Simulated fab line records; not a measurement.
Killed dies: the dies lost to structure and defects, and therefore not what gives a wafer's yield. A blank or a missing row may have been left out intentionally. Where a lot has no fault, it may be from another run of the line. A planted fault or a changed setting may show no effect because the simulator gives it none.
fab line records + flow sky130
[record]
- lots = 13
- wafers = 39
- last_day = 50
route steps=708 shown RES_PROTECT@215 LDD_LDN@301 SD_P@324 RES_XHIGH@341 SD_N@350
lots with no fault: from the same line, run without faults
start_h: start of the lot's first displayed wafer, in hours after the record's first day + wait_h: hours elapsed since this lot's preceding step + " same as the row above + L1.1+2: a single row standing in for several wafers + - value missing, or start not given + * or withheld: withheld + < > ~ a bound
route shown NAME@n: NAME is a module with steps in the file, n the number in the route of the first one + usual: mean/standard deviation of fault-free wafers + same: alike in all rows + chamber/n: place in a boat + sites: readings site by site + _std_site: the values' standard deviation + _edge_site: outer sites' mean less inner sites' + radius_mm: how far each site lies from the wafer's centre + mask NAME#n: copy n + behind: tool/chamber where the wafer was last shaped + hold: why the lot went on hold/how many hours it stayed there/how the hold came to an end + device: whichever transistor did not switch (one of n, p or np) + end of line: the tests these same wafers got at the end of their route + for a step that has no rows: nothing shown but its recipe + killed: dies that structure and defects cost at the first sort, which is not the same as the wafer's yield + map: the dies of a wafer, with x for killed, . for not killed, _ for no die there
set.NAME: the setting the step ran with; set.NAME@STEP: the setting that earlier step ran with + model.NAME: the simulator's own value behind a step, which no gauge read
the route's steps for a sample of lots (tables are steps, rows are wafers)
services: from which hour (start_h, from the record's first day; less than 0 if before it) a tool's chamber was out of use, for how many hours, and why
[[steps]]
[step SKY_RES_PROTECT_TW_MEAS_08]
[usual]
- POLY_GATE_TW = 4039/37
| lot.wafer | tool          | chamber | start_h | wait_h | POLY_GATE_TW |
|-----------|---------------|---------|---------|--------|--------------|
| L189.1    | film_metro-03 | -       | 346.87  | 0.1    | 4099         |
| L189.4    | "             | -       | "       | "      | 4062         |
| L189.6    | "             | -       | "       | "      | 4068         |
| L190.1    | film_metro-01 | -       | 354.47  | 0.1    | 4035         |
| L190.3    | "             | -       | "       | "      | 4019         |
| L190.5    | "             | -       | "       | "      | 4000         |
| L191.3    | film_metro-03 | -       | 363.34  | 0.1    | 4070         |
| L191.4    | "             | -       | "       | "      | 4075         |
| L191.6    | "             | -       | "       | "      | 4063         |
| L192.1    | film_metro-03 | -       | 366.34  | 0.1    | 4105         |
| L192.5    | "             | -       | "       | "      | 4079         |
| L192.6    | "             | -       | "       | "      | 4097         |
| L196.2    | film_metro-03 | -       | 402.45  | 0.1    | 4068         |
| L196.5    | "             | -       | "       | "      | 4058         |
| L196.6    | "             | -       | "       | "      | 4050         |
| L197.2    | film_metro-02 | -       | 407.85  | 0.1    | 4037         |
| L197.4    | "             | -       | "       | "      | 4025         |
| L197.6    | "             | -       | "       | "      | 4035         |
| L198.1    | film_metro-01 | -       | 415.22  | 0.1    | 4030         |
| L198.4    | "             | -       | "       | "      | 4012         |
| L198.6    | "             | -       | "       | "      | 4004         |
| L201.2    | film_metro-02 | -       | 448.80  | 0.1    | 4032         |
| L201.4    | "             | -       | "       | "      | 4010         |
| L201.6    | "             | -       | "       | "      | 4015         |
| L202.2    | film_metro-01 | -       | 448.98  | 0.1    | 4029         |
| L202.5    | "             | -       | "       | "      | 4005         |
| L202.6    | "             | -       | "       | "      | 4023         |
| L209.1    | film_metro-01 | -       | 510.77  | 0.1    | 4079         |
| L209.2    | "             | -       | "       | "      | 4074         |
| L209.5    | "             | -       | "       | "      | 4053         |
| L210.1    | film_metro-01 | -       | 516.02  | 0.1    | 4047         |
| L210.2    | "             | -       | "       | "      | 4005         |
| L210.5    | "             | -       | "       | "      | 4031         |
| L211.3    | film_metro-02 | -       | 527.59  | 0.1    | 4015         |
| L211.4    | "             | -       | "       | "      | 4004         |
| L211.6    | "             | -       | "       | "      | 4010         |
| L212.1    | film_metro-01 | -       | 538.07  | 0.1    | 3994         |
| L212.3    | "             | -       | "       | "      | 4023         |
| L212.5    | "             | -       | "       | "      | 4016         |
[step SKY_LDD_LDN_STRIP_12]
[recipe]
- chemistry = O2/N2
- power_w = 1400
- pressure_mtorr = 1500
- platen_temp_c = withheld
- o2_flow_sccm = 3000
- n2_flow_sccm = 300
- overash_fraction = 0.5
[usual]
- drypump_motor_current_A = 5.83/0.28
- oes_product_au = 0.716/0.0047
- strip_time_to_endpoint_s = 14.19/0.044
| lot.wafer | tool            | chamber | start_h | wait_h | drypump_motor_current_A | oes_product_au | rf_hours_counter_h | strip_time_to_endpoint_s |
|-----------|-----------------|---------|---------|--------|-------------------------|----------------|--------------------|--------------------------|
| L189.1    | plasma_asher-03 | 0       | 533.52  | 0.1    | 5.96                    | 0.721          | 71                 | 14.22                    |
| L189.4    | "               | 0       | "       | "      | 5.97                    | 0.720          | -                  | 14.23                    |
| L189.6    | "               | 0       | "       | "      | 5.91                    | 0.715          | -                  | 14.22                    |
| L190.1    | plasma_asher-03 | 1       | 542.52  | 0.1    | 6.22                    | 0.715          | 72                 | 14.22                    |
| L190.3    | "               | 1       | "       | "      | 6.24                    | 0.720          | -                  | 14.19                    |
| L190.5    | "               | 0       | "       | "      | 5.98                    | 0.723          | -                  | 14.22                    |
| L191.3    | plasma_asher-03 | 0       | 550.89  | 0.1    | 6.00                    | 0.729          | -                  | 14.23                    |
| L191.4    | "               | 1       | "       | "      | 6.21                    | 0.715          | -                  | 14.25                    |
| L191.6    | "               | 0       | "       | "      | 5.98                    | 0.704          | -                  | 14.19                    |
| L192.1    | plasma_asher-03 | 1       | 554.46  | 0.1    | 6.21                    | 0.712          | 73                 | 14.10                    |
| L192.5    | "               | 0       | "       | "      | 6.01                    | 0.714          | -                  | 14.10                    |
| L192.6    | "               | 1       | "       | "      | 6.24                    | 0.717          | -                  | 14.15                    |
| L196.2    | plasma_asher-02 | 0       | 593.61  | 0.1    | 5.75                    | 0.704          | 93                 | 14.23                    |
| L196.5    | "               | 1       | "       | "      | 5.36                    | 0.719          | -                  | 14.24                    |
| L196.6    | "               | 0       | "       | "      | 5.76                    | 0.722          | -                  | 14.17                    |
| L197.2    | plasma_asher-04 | 1       | 602.06  | 0.1    | 5.83                    | 0.714          | 47                 | 14.18                    |
| L197.4    | "               | 1       | "       | "      | 5.83                    | 0.718          | -                  | 14.14                    |
| L197.6    | "               | 1       | "       | "      | 5.84                    | 0.714          | -                  | 14.12                    |
| L198.1    | plasma_asher-03 | 1       | 603.61  | 0.1    | 6.19                    | 0.711          | 78                 | 14.27                    |
| L198.4    | "               | 1       | "       | "      | 6.20                    | 0.713          | -                  | 14.26                    |
| L198.6    | "               | 1       | "       | "      | 6.20                    | 0.713          | -                  | 14.25                    |
| L201.2    | plasma_asher-04 | 1       | 633.96  | 0.1    | 5.83                    | 0.721          | 51                 | 14.17                    |
| L201.4    | "               | 1       | "       | "      | 5.83                    | 0.713          | -                  | 14.20                    |
| L201.6    | "               | 0       | "       | "      | 5.70                    | 0.727          | -                  | 14.16                    |
| L202.2    | plasma_asher-02 | 1       | 634.26  | 0.1    | 5.32                    | 0.714          | 96                 | 14.23                    |
| L202.5    | "               | 0       | "       | "      | 5.75                    | 0.711          | -                  | 14.19                    |
| L202.6    | "               | 1       | "       | "      | 5.32                    | 0.716          | -                  | 14.20                    |
| L209.1    | plasma_asher-04 | 0       | 691.47  | 0.1    | 5.69                    | 0.713          | 57                 | 14.26                    |
| L209.2    | "               | 1       | "       | "      | 5.86                    | 0.719          | 57                 | 14.16                    |
| L209.5    | "               | 1       | "       | "      | 5.84                    | 0.715          | -                  | 14.19                    |
| L210.1    | plasma_asher-02 | 1       | 696.16  | 0.1    | 5.32                    | 0.714          | 102                | 14.21                    |
| L210.2    | "               | 0       | "       | "      | 5.76                    | 0.708          | 102                | 14.17                    |
| L210.5    | "               | 1       | "       | "      | 5.33                    | 0.715          | -                  | 14.17                    |
| L211.3    | plasma_asher-02 | 1       | 707.44  | 0.1    | 5.31                    | 0.719          | -                  | 14.25                    |
| L211.4    | "               | 0       | "       | "      | 5.76                    | 0.712          | -                  | 14.24                    |
| L211.6    | "               | 1       | "       | "      | 5.31                    | 0.712          | -                  | 14.20                    |
| L212.1    | plasma_asher-03 | 1       | 716.37  | 0.1    | 6.18                    | 0.713          | 89                 | 14.23                    |
| L212.3    | "               | 1       | "       | "      | 6.20                    | 0.713          | -                  | 14.17                    |
| L212.5    | "               | 1       | "       | "      | 6.21                    | 0.723          | -                  | 14.21                    |
[step SKY_SD_P_EXPOSE_04]
[recipe]
- mask_id = PSDM
- na = 0.6
- source_shape = conventional
- sigma_outer = 0.6
- polarization = unpolarized
- target_cd_nm = 380
- dose_mj = 138
[usual]
- reticle_temp_C = 23.01/0.11
| lot.wafer | tool             | chamber | start_h | wait_h | mask   | reticle_temp_C |
|-----------|------------------|---------|---------|--------|--------|----------------|
| L189.1    | iline_stepper-02 | 0       | 579.69  | -      | PSDM#0 | 23.08          |
| L189.4    | "                | 0       | "       | "      | PSDM#0 | 22.83          |
| L189.6    | "                | 0       | "       | "      | PSDM#0 | 23.06          |
| L190.1    | iline_stepper-02 | 0       | 590.04  | -      | PSDM#0 | 23.13          |
| L190.3    | "                | 0       | "       | "      | PSDM#0 | 23.05          |
| L190.5    | "                | 0       | "       | "      | PSDM#0 | 22.96          |
| L191.3    | iline_stepper-01 | 0       | 597.56  | -      | PSDM#0 | 23.00          |
| L191.4    | "                | 0       | "       | "      | PSDM#0 | 23.20          |
| L191.6    | "                | 0       | "       | "      | PSDM#0 | 23.08          |
| L192.1    | iline_stepper-02 | 0       | 600.65  | -      | PSDM#0 | 23.07          |
| L192.5    | "                | 0       | "       | "      | PSDM#0 | 23.28          |
| L192.6    | "                | 0       | "       | "      | PSDM#0 | 23.25          |
| L196.2    | iline_stepper-01 | 0       | 639.34  | -      | PSDM#0 | 23.03          |
| L196.5    | "                | 0       | "       | "      | PSDM#0 | 23.04          |
| L196.6    | "                | 0       | "       | "      | PSDM#0 | 23.01          |
| L197.2    | iline_stepper-01 | 0       | 647.21  | -      | PSDM#0 | 22.94          |
| L197.4    | "                | 0       | "       | "      | PSDM#0 | 23.03          |
| L197.6    | "                | 0       | "       | "      | PSDM#0 | 23.13          |
| L198.1    | iline_stepper-01 | 0       | 649.04  | -      | PSDM#0 | 22.97          |
| L198.4    | "                | 0       | "       | "      | PSDM#0 | 22.99          |
| L198.6    | "                | 0       | "       | "      | PSDM#0 | 22.96          |
| L201.2    | iline_stepper-01 | 0       | 678.67  | -      | PSDM#0 | 23.07          |
| L201.4    | "                | 0       | "       | "      | PSDM#0 | 22.91          |
| L201.6    | "                | 0       | "       | "      | PSDM#0 | 22.98          |
| L202.2    | iline_stepper-02 | 0       | 679.77  | -      | URPM#0 | 22.99          |
| L202.5    | "                | 0       | "       | "      | URPM#0 | 23.01          |
| L202.6    | "                | 0       | "       | "      | URPM#0 | 22.98          |
| L209.1    | iline_stepper-02 | 0       | 736.69  | -      | PSDM#0 | 23.09          |
| L209.2    | "                | 0       | "       | "      | PSDM#0 | 23.10          |
| L209.5    | "                | 0       | "       | "      | PSDM#0 | 22.99          |
| L210.1    | iline_stepper-02 | 0       | 741.16  | -      | PSDM#0 | 22.84          |
| L210.2    | "                | 0       | "       | "      | PSDM#0 | 23.19          |
| L210.5    | "                | 0       | "       | "      | PSDM#0 | 22.96          |
| L211.3    | iline_stepper-02 | 0       | 751.21  | -      | PSDM#0 | 23.08          |
| L211.4    | "                | 0       | "       | "      | PSDM#0 | 22.89          |
| L211.6    | "                | 0       | "       | "      | PSDM#0 | 23.08          |
| L212.1    | iline_stepper-01 | 0       | 758.57  | -      | PSDM#0 | 23.06          |
| L212.3    | "                | 0       | "       | "      | PSDM#0 | 22.99          |
| L212.5    | "                | 0       | "       | "      | PSDM#0 | 22.95          |
[step SKY_SD_P_CD_MEAS_07]
[recipe]
- target_cd_nm = 380
[usual]
- cd_nm = 381.0/2.1
| lot.wafer | tool      | chamber | start_h | wait_h | cd_nm |
|-----------|-----------|---------|---------|--------|-------|
| L189.1    | cd_sem-02 | -       | 594.19  | 0.1    | 382.6 |
| L189.4    | "         | -       | "       | "      | 385.6 |
| L189.6    | "         | -       | "       | "      | 381.6 |
| L190.1    | cd_sem-02 | -       | 604.77  | 0.1    | 381.2 |
| L190.3    | "         | -       | "       | "      | 381.4 |
| L190.5    | "         | -       | "       | "      | 379.8 |
| L191.3    | cd_sem-01 | -       | 611.51  | 0.1    | 381.3 |
| L191.4    | "         | -       | "       | "      | 383.3 |
| L191.6    | "         | -       | "       | "      | 381.3 |
| L192.1    | cd_sem-02 | -       | 614.22  | 0.1    | 383.4 |
| L192.5    | "         | -       | "       | "      | 384.0 |
| L192.6    | "         | -       | "       | "      | 383.9 |
| L196.2    | cd_sem-02 | -       | 653.81  | 0.1    | 382.3 |
| L196.5    | "         | -       | "       | "      | 383.1 |
| L196.6    | "         | -       | "       | "      | 383.2 |
| L197.2    | cd_sem-02 | -       | 661.69  | 0.1    | 379.5 |
| L197.4    | "         | -       | "       | "      | 378.6 |
| L197.6    | "         | -       | "       | "      | 380.8 |
| L198.1    | cd_sem-01 | -       | 662.92  | 0.1    | 383.4 |
| L198.4    | "         | -       | "       | "      | 382.1 |
| L198.6    | "         | -       | "       | "      | 384.0 |
| L201.2    | cd_sem-02 | -       | 692.24  | 0.1    | 383.3 |
| L201.4    | "         | -       | "       | "      | 380.7 |
| L201.6    | "         | -       | "       | "      | 381.5 |
| L202.2    | cd_sem-01 | -       | 693.09  | 0.1    | -     |
| L202.5    | "         | -       | "       | "      | -     |
| L202.6    | "         | -       | "       | "      | -     |
| L209.1    | cd_sem-02 | -       | 749.69  | 0.1    | 380.8 |
| L209.2    | "         | -       | "       | "      | 380.4 |
| L209.5    | "         | -       | "       | "      | 377.7 |
| L210.1    | cd_sem-01 | -       | 754.49  | 0.1    | 380.3 |
| L210.2    | "         | -       | "       | "      | 382.0 |
| L210.5    | "         | -       | "       | "      | 379.9 |
| L211.3    | cd_sem-01 | -       | 764.46  | 0.1    | 381.9 |
| L211.4    | "         | -       | "       | "      | 382.8 |
| L211.6    | "         | -       | "       | "      | 384.1 |
| L212.1    | cd_sem-02 | -       | 771.72  | 0.1    | 381.5 |
| L212.3    | "         | -       | "       | "      | 382.0 |
| L212.5    | "         | -       | "       | "      | 383.1 |
[step SKY_SD_P_TW_MEAS_11]
[usual]
- SD_P_TW = 2826/20
| lot.wafer | tool          | chamber | start_h | wait_h | SD_P_TW |
|-----------|---------------|---------|---------|--------|---------|
| L189.1    | film_metro-03 | -       | 594.59  | 0.1    | 2850    |
| L189.4    | "             | -       | "       | "      | 2845    |
| L189.6    | "             | -       | "       | "      | 2857    |
| L190.1    | film_metro-04 | -       | 605.18  | 0.1    | 2824    |
| L190.3    | "             | -       | "       | "      | 2802    |
| L190.5    | "             | -       | "       | "      | 2823    |
| L191.3    | film_metro-01 | -       | 611.90  | 0.1    | 2806    |
| L191.4    | "             | -       | "       | "      | 2796    |
| L191.6    | "             | -       | "       | "      | 2810    |
| L192.1    | film_metro-03 | -       | 614.63  | 0.1    | 2815    |
| L192.5    | "             | -       | "       | "      | 2834    |
| L192.6    | "             | -       | "       | "      | 2827    |
| L196.2    | film_metro-03 | -       | 654.20  | 0.1    | 2858    |
| L196.5    | "             | -       | "       | "      | 2853    |
| L196.6    | "             | -       | "       | "      | 2853    |
| L197.2    | film_metro-04 | -       | 662.09  | 0.1    | 2800    |
| L197.4    | "             | -       | "       | "      | 2796    |
| L197.6    | "             | -       | "       | "      | 2800    |
| L198.1    | film_metro-03 | -       | 663.33  | 0.1    | 2860    |
| L198.4    | "             | -       | "       | "      | 2863    |
| L198.6    | "             | -       | "       | "      | 2861    |
| L201.2    | film_metro-03 | -       | 692.64  | 0.1    | 2829    |
| L201.4    | "             | -       | "       | "      | 2810    |
| L201.6    | "             | -       | "       | "      | 2824    |
| L202.2    | film_metro-03 | -       | 693.49  | 0.1    | 30      |
| L202.5    | "             | -       | "       | "      | 30      |
| L202.6    | "             | -       | "       | "      | 30      |
| L209.1    | film_metro-01 | -       | 750.09  | 0.1    | 2818    |
| L209.2    | "             | -       | "       | "      | 2812    |
| L209.5    | "             | -       | "       | "      | 2803    |
| L210.1    | film_metro-04 | -       | 754.89  | 0.1    | 2793    |
| L210.2    | "             | -       | "       | "      | 2790    |
| L210.5    | "             | -       | "       | "      | 2807    |
| L211.3    | film_metro-04 | -       | 764.85  | 0.1    | 2804    |
| L211.4    | "             | -       | "       | "      | 2805    |
| L211.6    | "             | -       | "       | "      | 2805    |
| L212.1    | film_metro-04 | -       | 772.13  | 0.1    | 2808    |
| L212.3    | "             | -       | "       | "      | 2824    |
| L212.5    | "             | -       | "       | "      | 2837    |
[step SKY_RES_XHIGH_TW_MEAS_09]
[usual]
- RES_XHIGH_TW = 1639/13
| lot.wafer | tool          | chamber | start_h | wait_h | RES_XHIGH_TW |
|-----------|---------------|---------|---------|--------|--------------|
| L189.1    | film_metro-01 | -       | 623.79  | 0.1    | 1625         |
| L189.4    | "             | -       | "       | "      | 1642         |
| L189.6    | "             | -       | "       | "      | 1626         |
| L190.1    | film_metro-04 | -       | 633.44  | 0.1    | 1626         |
| L190.3    | "             | -       | "       | "      | 1648         |
| L190.5    | "             | -       | "       | "      | 1631         |
| L191.3    | film_metro-03 | -       | 640.91  | 0.1    | 1638         |
| L191.4    | "             | -       | "       | "      | 1648         |
| L191.6    | "             | -       | "       | "      | 1637         |
| L192.1    | film_metro-01 | -       | 643.67  | 0.1    | 1628         |
| L192.5    | "             | -       | "       | "      | 1630         |
| L192.6    | "             | -       | "       | "      | 1635         |
| L196.2    | film_metro-03 | -       | 682.90  | 0.1    | 1639         |
| L196.5    | "             | -       | "       | "      | 1644         |
| L196.6    | "             | -       | "       | "      | 1642         |
| L197.2    | film_metro-04 | -       | 689.93  | 0.1    | 1631         |
| L197.4    | "             | -       | "       | "      | 1639         |
| L197.6    | "             | -       | "       | "      | 1634         |
| L198.1    | film_metro-01 | -       | 691.47  | 0.1    | 1625         |
| L198.4    | "             | -       | "       | "      | 1630         |
| L198.6    | "             | -       | "       | "      | 1629         |
| L201.2    | film_metro-03 | -       | 720.18  | 0.1    | 1647         |
| L201.4    | "             | -       | "       | "      | 1651         |
| L201.6    | "             | -       | "       | "      | 1644         |
| L202.2    | film_metro-03 | -       | 721.05  | 0.1    | 2893         |
| L202.5    | "             | -       | "       | "      | 2886         |
| L202.6    | "             | -       | "       | "      | 2876         |
| L209.1    | film_metro-01 | -       | 777.44  | 0.1    | 1630         |
| L209.2    | "             | -       | "       | "      | 1637         |
| L209.5    | "             | -       | "       | "      | 1624         |
| L210.1    | film_metro-03 | -       | 781.44  | 0.1    | 1654         |
| L210.2    | "             | -       | "       | "      | 1649         |
| L210.5    | "             | -       | "       | "      | 1660         |
| L211.3    | film_metro-03 | -       | 791.84  | 0.1    | 1653         |
| L211.4    | "             | -       | "       | "      | 1656         |
| L211.6    | "             | -       | "       | "      | 1666         |
| L212.1    | film_metro-01 | -       | 798.54  | 0.1    | 1612         |
| L212.3    | "             | -       | "       | "      | 1628         |
| L212.5    | "             | -       | "       | "      | 1621         |
[step SKY_SD_N_OVL_MEAS_08]
[usual]
- SD_N_OVL = 0.3/1.3
| lot.wafer | tool       | chamber | start_h | wait_h | SD_N_OVL[nm] |
|-----------|------------|---------|---------|--------|--------------|
| L189.1    | overlay-01 | -       | 652.49  | 0.1    | 1.1          |
| L189.4    | "          | -       | "       | "      | 1.6          |
| L189.6    | "          | -       | "       | "      | 0.1          |
| L190.1    | overlay-02 | -       | 662.24  | 0.1    | -0.9         |
| L190.3    | "          | -       | "       | "      | -1.7         |
| L190.5    | "          | -       | "       | "      | 0.5          |
| L191.3    | overlay-01 | -       | 669.75  | 0.1    | 0.5          |
| L191.4    | "          | -       | "       | "      | 0.7          |
| L191.6    | "          | -       | "       | "      | -1.4         |
| L192.1    | overlay-02 | -       | 671.89  | 0.1    | 0.1          |
| L192.5    | "          | -       | "       | "      | 1.2          |
| L192.6    | "          | -       | "       | "      | 0.6          |
| L196.2    | overlay-01 | -       | 710.71  | 0.1    | 1.5          |
| L196.5    | "          | -       | "       | "      | 1.0          |
| L196.6    | "          | -       | "       | "      | 0.4          |
| L197.2    | overlay-01 | -       | 717.56  | 0.1    | 0.8          |
| L197.4    | "          | -       | "       | "      | 0.5          |
| L197.6    | "          | -       | "       | "      | 1.4          |
| L198.1    | overlay-01 | -       | 718.46  | 0.1    | -1.3         |
| L198.4    | "          | -       | "       | "      | 1.9          |
| L198.6    | "          | -       | "       | "      | -2.3         |
| L201.2    | overlay-02 | -       | 747.57  | 0.1    | 1.3          |
| L201.4    | "          | -       | "       | "      | -1.0         |
| L201.6    | "          | -       | "       | "      | 2.8          |
| L202.2    | overlay-01 | -       | 748.46  | 0.1    | 2.0          |
| L202.5    | "          | -       | "       | "      | 1.3          |
| L202.6    | "          | -       | "       | "      | 2.5          |
| L209.1    | overlay-02 | -       | 803.89  | 0.1    | 1.5          |
| L209.2    | "          | -       | "       | "      | 0.2          |
| L209.5    | "          | -       | "       | "      | 2.3          |
| L210.1    | overlay-02 | -       | 808.04  | 0.1    | -3.2         |
| L210.2    | "          | -       | "       | "      | -0.5         |
| L210.5    | "          | -       | "       | "      | -1.1         |
| L211.3    | overlay-01 | -       | 817.42  | 0.1    | 0.9          |
| L211.4    | "          | -       | "       | "      | 1.4          |
| L211.6    | "          | -       | "       | "      | 1.5          |
| L212.1    | overlay-01 | -       | 824.71  | 0.1    | 1.3          |
| L212.3    | "          | -       | "       | "      | 1.3          |
| L212.5    | "          | -       | "       | "      | 2.3          |
[[services]]
| tool             | chamber | start_h | hours | kind        |
|------------------|---------|---------|-------|-------------|
| iline_stepper-01 | -       | 543.17  | 2.0   | repair      |
| iline_stepper-01 | 0       | 559.50  | -     | calibration |
| iline_stepper-02 | 0       | 589.09  | -     | calibration |
| plasma_asher-02  | -       | 601.23  | 1.3   | repair      |
| plasma_asher-04  | -       | 605.54  | 0.7   | repair      |
| plasma_asher-02  | -       | 614.11  | 12.1  | repair      |
| iline_stepper-02 | -       | 615.19  | 1.7   | pm          |
| iline_stepper-02 | -       | 625.45  | 8.9   | pm          |
| iline_stepper-02 | -       | 635.02  | 9.2   | repair      |
| iline_stepper-01 | -       | 644.29  | 1.7   | pm          |
| plasma_asher-03  | -       | 645.55  | 0.4   | repair      |
| plasma_asher-03  | -       | 648.26  | 14.6  | pm          |
| plasma_asher-02  | -       | 649.88  | 2.8   | pm          |
| iline_stepper-01 | -       | 664.77  | 6.7   | repair      |
| plasma_asher-04  | -       | 707.38  | 15.6  | pm          |
| plasma_asher-02  | -       | 733.75  | 9.0   | pm          |
| plasma_asher-02  | 0       | 733.75  | 9.0   | vent_cycle  |
| plasma_asher-02  | 1       | 733.75  | 9.0   | vent_cycle  |
| plasma_asher-02  | 0       | 742.75  | -     | clean       |
| plasma_asher-02  | 1       | 742.75  | -     | clean       |
[[key]]
[first_sign]
- step = SKY_SD_P_EXPOSE_04
- reading = mask
- direction = changed
[effect]
- step = SKY_SD_P_CD_MEAS_07
- reading = cd_nm
- direction = missing
[effect]
- step = SKY_SD_P_TW_MEAS_11
- reading = SD_P_TW
- direction = down
- sigmas = 99+
- usual = 2826
- struck = 30
[effect]
- step = SKY_RES_XHIGH_TW_MEAS_09
- reading = RES_XHIGH_TW
- direction = up
- sigmas = 98
- usual = 1639
- struck = 2885
met_at SKY_SD_P_EXPOSE_04
struck_lots L202
sort_left_out L202.2,L202.5,L202.6
tester_left_out L202
not_acting_at SKY_RES_PROTECT_TW_MEAS_08,SKY_LDD_LDN_STRIP_12,SKY_SD_N_OVL_MEAS_08
onset_between 600.65 679.77
[fault]
- kind = wrong_mask
- tool = any
- chamber = -
- onset_h = 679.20
- steps = SKY_SD_P_EXPOSE_04
- aux_copy = URPM#0
- scope = struck_lots_only
// tester_left_out: of these lots the tester's yield and bins aren't shown, on N5 and GAA mostly nor the transistor test; their killed dies are dies lost to structure and defects alone, not to doping, threshold or leakage, so they don't give the yield
// sort_left_out: the simulated sort isn't trusted on such a fault, so these wafers' sort isn't shown, and their yield isn't known
